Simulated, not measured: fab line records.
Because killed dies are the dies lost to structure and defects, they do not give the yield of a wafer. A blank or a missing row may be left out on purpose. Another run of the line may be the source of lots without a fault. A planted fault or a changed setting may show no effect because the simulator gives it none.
Which tool did it?	flow gf180mcu	11 lots with 33 wafers sampled at 3 steps, on a route of 602 steps

## WHAT THE GAUGES READ, wafer by wafer
GF_TOP_METAL_CD_MEAS_14: target cd 440 nm.
lot	measured	on	cd-nm (nm)
L846	day 27 22:06	cd-sem-02	439.7 437.4 438.7
L848	day 28 14:02	cd-sem-02	440.7 441.2 442.4
L850	day 29 06:32	cd-sem-02	441.7 443.2 442.4
L851	day 29 11:16	cd-sem-01	439.8 439.3 441.7
L854	day 30 12:47	cd-sem-02	441.1 439.4 440.1
L860	day 32 01:25	cd-sem-01	442.6 441.6 442.0
L861	day 32 14:23	cd-sem-01	438.8 437.9 439.2
L862	day 33 02:40	cd-sem-01	445.4 445.8 444.2
L863	day 33 06:44	cd-sem-01	439.8 439.9 437.9
L864	day 33 06:55	cd-sem-02	436.7 437.8 437.0
L865	day 33 14:46	cd-sem-01	440.0 438.4 439.9

## EACH LOT AND THE TOOL THAT RAN IT (in order: tool; ch and the chambers of the sampled wafers; start)
lot	GF_V5_SPUTTER_22	GF_TOP_METAL_SPUTTER_00
L846	pvd-sputter-02, day 27 01:26	pvd-sputter-04, day 27 02:04
L848	pvd-sputter-01, day 27 17:21	pvd-sputter-04, day 27 18:16
L850	pvd-sputter-02, day 28 10:41	pvd-sputter-01, day 28 11:19
L851	pvd-sputter-02, day 28 16:19	pvd-sputter-03, day 28 16:57
L854	pvd-sputter-03, day 29 17:20	pvd-sputter-01, day 29 18:13
L860	pvd-sputter-03, day 31 07:23	pvd-sputter-01, day 31 08:01
L861	pvd-sputter-03, day 31 22:22	pvd-sputter-01, day 31 23:00
L862	pvd-sputter-02, day 32 09:45	pvd-sputter-04, day 32 10:30
L863	pvd-sputter-02, day 32 14:14	pvd-sputter-04, day 32 14:52
L864	pvd-sputter-03, day 32 14:30	pvd-sputter-03, day 32 15:08
L865	pvd-sputter-03, day 32 22:14	pvd-sputter-04, day 32 22:52
- GF_V5_SPUTTER_22: material TiN, target thk 10 nm, time 40 s.
- GF_TOP_METAL_SPUTTER_00: material Ti, target thk 37.5 nm, time 150 s.

## THE ANSWER, worked out from the rows above alone
Rule: usual is defined by the lots themselves. Put in order of their means at a reading, lots are off if they are a third of the lots or fewer, leave a main group of 4 or more, and stand apart from it by a gap of 3 or more times the standard deviation of the main group's means; of several such gaps the widest counts. If all means in a main group match to the digits the tables above print for the reading, that group is not used. Also off: a lot with no number at a reading for which 4 or more lots have one. All remaining lots with rows at the step are treated as sound.
Nothing can be told from this: no lot is off at any reading shown.

## WHAT THE SIMULATOR HAD PUT IN
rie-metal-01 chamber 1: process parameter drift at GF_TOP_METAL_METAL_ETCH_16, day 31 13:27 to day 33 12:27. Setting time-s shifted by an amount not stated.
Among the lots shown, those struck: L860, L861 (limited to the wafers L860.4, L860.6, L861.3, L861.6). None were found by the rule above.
